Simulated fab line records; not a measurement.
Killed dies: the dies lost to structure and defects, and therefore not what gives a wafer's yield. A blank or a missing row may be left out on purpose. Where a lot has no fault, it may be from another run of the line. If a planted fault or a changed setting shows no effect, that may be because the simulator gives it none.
Matching of chambers / flow gf180mcu / GF_V2_CVD_02 on pecvd-01 has 3 sister chambers
The step deposits SiO2 from TEOS, target thk 850 nm, time 94.851 s. 6 wafers are shown with their chamber, then 12 later ones without.

WAFERS WITH THEIR CHAMBER
wafer=L088.1; chamber=2; heater_power_w (W)=674
wafer=L088.3; chamber=1; heater_power_w (W)=706
wafer=L088.4; chamber=0; heater_power_w (W)=549
wafer=L092.2; chamber=1; heater_power_w (W)=663
wafer=L092.3; chamber=0; heater_power_w (W)=553
wafer=L092.5; chamber=2; heater_power_w (W)=778

WAFERS WITH NO CHAMBER GIVEN
wafer=L093.1; heater_power_w (W)=548
wafer=L093.2; heater_power_w (W)=686
wafer=L093.6; heater_power_w (W)=713
wafer=L095.1; heater_power_w (W)=794
wafer=L095.2; heater_power_w (W)=542
wafer=L095.3; heater_power_w (W)=655
wafer=L095.4; heater_power_w (W)=687
wafer=L095.5; heater_power_w (W)=640
wafer=L095.6; heater_power_w (W)=554
wafer=L096.2; heater_power_w (W)=509
wafer=L096.3; heater_power_w (W)=671
wafer=L096.6; heater_power_w (W)=741

CHAMBER TAKEN BY EACH
wafer=L093.1; from the rows above=0; in truth=0
wafer=L093.2; from the rows above=can't be placed: 1 or 2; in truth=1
wafer=L093.6; from the rows above=can't be placed: 2 or 1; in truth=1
wafer=L095.1; from the rows above=can't be placed: 2 or 1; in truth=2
wafer=L095.2; from the rows above=0; in truth=0
wafer=L095.3; from the rows above=can't be placed: 1 or 2 or 0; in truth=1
wafer=L095.4; from the rows above=can't be placed: 1 or 2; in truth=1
wafer=L095.5; from the rows above=can't be placed: 1 or 2 or 0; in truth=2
wafer=L095.6; from the rows above=0; in truth=0
wafer=L096.2; from the rows above=0; in truth=0
wafer=L096.3; from the rows above=can't be placed: 1 or 2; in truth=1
wafer=L096.6; from the rows above=can't be placed: 2 or 1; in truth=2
4 of 12 placed correctly. From these rows, 8 cannot be placed; in 8 the true chamber is one of the candidates. 0 placed wrongly.
How it was worked out, from the rows above alone: a wafer's distance from a chamber is the root of the sum, over the readings, of the square of ((its reading less the chamber's mean) divided by the reading's scatter). If the next closest chamber is less than 2 further off than the closest, the wafer can't be placed; otherwise it belongs to the closest. For every chamber, the mean is computed from those of its wafers that are shown. How the scatter is found: for the shown wafers, subtract from each reading the mean of its chamber, square and add these, divide the total by (wafers less chambers), then take the root.
